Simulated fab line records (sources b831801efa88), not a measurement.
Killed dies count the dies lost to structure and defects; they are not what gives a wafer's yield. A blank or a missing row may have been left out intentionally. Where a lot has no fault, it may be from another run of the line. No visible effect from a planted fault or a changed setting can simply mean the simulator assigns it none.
Split-lot experiment ; flow sfqLine ; 23 wafers read from 5 lots, route of 325 steps

SPLIT DETAILS
At SFQ_TRILAYER_M0_LITHO_EXPOSE_022 (exposes mask M0, target cd 500 nm), the setting doseMj was moved away from the recipe's 14.4 on 12 of the 23 wafers read, by -4.6% to +4.3%. All remaining wafers had this setting at the recipe value.

FROM THE SPLIT TO THE READING: what the file shows between them, 3 steps
- SFQ_TRILAYER_M0_LITHO_PEB_024: peb time 60 s
- SFQ_TRILAYER_M0_LITHO_DEVELOP_023: time 60 s
- SFQ_TRILAYER_M0_BARC_OPEN_METAL_ETCH_031: etches BARC in O2, target depth 125 nm, time 41.7 s

THE READING
M0.cdNm (the simulator's own value, which no gauge read), in nm, at SFQ_TRILAYER_M0_ETCH_METAL_ETCH_024 (etches Nb in Cl2/Ar, stops on SiO2, target depth 240 nm, time 120 s). The file does not state a usual value for it. Here, 11 wafers ran the recipe; their average is 499.9 nm with a standard deviation of 1.4 nm.

wafer;tool, chamber at the split;doseMj as run;against the recipe;M0.cdNm, nm;against lot-mates on the recipe
L075.1;krfScanner-02, 0;14.4;recipe;500.9;-
L075.2;krfScanner-02, 0;14.91;+3.5%;495.7;-3.9
L075.3;krfScanner-02, 0;14.4;recipe;498.3;-
L075.4;krfScanner-02, 0;14.91;+3.5%;495;-4.6
L075.5;krfScanner-02, 0;14.91;+3.5%;493.4;-6.2
L076.1;krfScanner-02, 0;13.74;-4.6%;510;+9.1
L076.2;krfScanner-02, 0;13.74;-4.6%;507;+6.1
L076.3;krfScanner-02, 0;13.74;-4.6%;507.4;+6.5
L076.4;krfScanner-02, 0;14.4;recipe;501;-
L076.5;krfScanner-02, 0;14.4;recipe;500.7;-
L079.1;krfScanner-02, 0;15.02;+4.3%;493.6;-5.5
L079.3;krfScanner-02, 0;14.4;recipe;498.7;-
L079.4;krfScanner-02, 0;15.02;+4.3%;493.9;-5.2
L079.5;krfScanner-02, 0;15.02;+4.3%;493.5;-5.6
L079.6;krfScanner-02, 0;14.4;recipe;499.6;-
L082.1;krfScanner-02, 0;14.4;recipe;499.6;-
L082.2;krfScanner-02, 0;14.4;recipe;497.6;-
L082.4;krfScanner-02, 0;14.4;recipe;498.6;-
L085.1;krfScanner-02, 0;14.91;+3.5%;495.7;-6.2
L085.2;krfScanner-02, 0;14.91;+3.5%;494.2;-7.7
L085.4;krfScanner-02, 0;14.91;+3.5%;494.2;-7.7
L085.3;krfScanner-02, 0;14.4;recipe;502;-
L085.6;krfScanner-02, 0;14.4;recipe;501.8;-

THE FIT
A straight line over all 23 wafers: M0.cdNm changes by -1.6 nm for each +1% of doseMj; r = -0.96; the points scatter about the line by 1.3 nm.
The same after taking each lot's own level away (the mean of its wafers on the recipe; 23 wafers): -1.55 nm for each +1%; r = -0.97; scatter 1.2 nm.
The reading moves by 7.1 nm for the largest change in doseMj, on that fit.
From 498.60 to 501.90 nm: that is the span of the lots' own levels, equal to 2.3 times the standard deviation above.
Consequently the slope shifts little with the lot-to-lot level, the two slopes agreeing.
Check: for one of the wafers moved furthest among these (-4.6%), held out of the fit, the line's prediction against its lot-mates is +6.58 nm. It came out at +9.15 nm against them.

THE OTHER SPLITS THESE WAFERS WENT THROUGH
Other splits were also applied to these wafers ahead of the reading. Each is held against what the fit with the lots' levels taken away leaves over:
other split on the same wafers;wafers away from the commonest value;r with M0.cdNm (lot level and that fit taken away)
SFQ_TRILAYER_INCOMING_OXIDATION_002 oxTimeS;18;-0.31
SFQ_TRILAYER_L0_LITHO_COAT_010 resistThkNm;9;+0.01
SFQ_TRILAYER_L0_VIA_LITHO_PEB_016 pebTimeS;7;+0.07

THE WHOLE CHAIN: every reading that the file lists as answering this split, in the file's order
step;what it does;reading;change (the file's fit);r (the file's)
SFQ_TRILAYER_M0_BARC_OPEN_METAL_ETCH_031;etches BARC in O2, target depth 125 nm, time 41.7 s;M0.cdNm (the simulator's own value, which no gauge read);-1.59 nm for each +1% of the setting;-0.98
SFQ_TRILAYER_M0_ETCH_METAL_ETCH_024;etches Nb in Cl2/Ar, stops on SiO2, target depth 240 nm, time 120 s;M0.cdNm (the simulator's own value, which no gauge read);-1.54 nm for each +1% of the setting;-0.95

FILE'S OWN FIT
M0.cdNm changes by -1.54 nm for each +1% of doseMj, r = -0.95.
